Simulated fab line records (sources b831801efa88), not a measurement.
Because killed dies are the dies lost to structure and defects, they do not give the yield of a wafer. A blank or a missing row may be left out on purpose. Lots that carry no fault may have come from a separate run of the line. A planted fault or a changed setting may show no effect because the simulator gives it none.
The tool behind it: which one? | flow gf180mcu | 11 lots with 33 wafers sampled at 2 steps, on a route of 602 steps

== WHAT THE GAUGES SHOWED, per wafer ==
GF_STI_THK_MEAS_04.
lot  | measured    | on           | STI_CVD_03_THK (nm)
L453 | day 1 16:04 | filmMetro-04 | 206.2 205.6 205.9
L455 | day 2 00:01 | filmMetro-01 | 207.3 207.6 209.0
L456 | day 2 05:01 | filmMetro-04 | 205.7 205.6 206.9
L458 | day 2 15:13 | filmMetro-03 | 204.4 203.6 204.2
L459 | day 2 19:39 | filmMetro-04 | 207.0 204.8 208.3
L461 | day 3 06:16 | filmMetro-01 | 206.5 204.3 206.4
L462 | day 3 10:58 | filmMetro-03 | 203.7 204.9 205.2
L466 | day 4 07:22 | filmMetro-04 | 206.9 207.1 207.0
L469 | day 4 21:34 | filmMetro-01 | 197.3 198.8 197.8 197.3 198.7 197.5
L470 | day 5 02:34 | filmMetro-04 | 198.6 198.3 197.8 198.8 198.1 197.5
L472 | day 5 12:34 | filmMetro-04 | 203.9 202.8 204.6

== TOOL THAT RAN EACH LOT (tool first, then ch and the chambers of the sampled wafers, then the start) ==
lot  | GF_STI_CVD_03
L453 | lpcvd-01 ch 0, day 1 13:05
L455 | lpcvd-02 ch 1, day 1 22:01
L456 | lpcvd-01 ch 0, day 2 03:02
L458 | lpcvd-01 ch 1, day 2 13:13
L459 | lpcvd-01 ch 1, day 2 17:38
L461 | lpcvd-02 ch 1, day 3 04:15
L462 | lpcvd-02 ch 0, day 3 08:58
L466 | lpcvd-01 ch 1, day 4 05:22
L469 | lpcvd-01 ch 1, day 4 19:34
L470 | lpcvd-01 ch 1, day 5 00:34
L472 | lpcvd-02 ch 1, day 5 10:34
- GF_STI_CVD_03: deposits Si3N4 from DCS/NH3, target thk 207.16 nm, time 3551 s.

== THE ANSWER, worked out from the rows above alone ==
Rule: usual is defined by the lots themselves. The widest of any qualifying gaps counts: lots, ordered by their means at a reading, are off when they make up no more than a third of the lots, leave a main group of 4 or more, and stand apart from it by 3 or more times the standard deviation of that group's means. Not used: any main group whose means are identical at the precision the tables above print for the reading. A lot without any number at a reading at which 4 lots or more have one is off too. Where the step has rows for the other lots, those lots are counted as sound.
Off: L469, L470, seen at GF_STI_THK_MEAS_04 (STI_CVD_03_THK). The main group has a mean of 205.8 nm with a standard deviation of 1.3.
If a tool, at a process step before that reading, ran all the lots that are off and no sound lot after the first of them, it fits. Gauges at GF_STI_THK_MEAS_04: tried the same way as those tools. One candidate fits, namely lpcvd-01 at GF_STI_CVD_03. Its last sound lot is L466 (day 4 05:22), its first lot that is off L469 (day 4 19:34): a fault that began between those two fits.

== WHAT WAS PUT IN BY THE SIMULATOR ==
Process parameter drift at GF_STI_CVD_03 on lpcvd-01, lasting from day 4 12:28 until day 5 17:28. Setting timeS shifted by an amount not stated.
Shown lots that were struck: L469, L470. The rule above found the same.
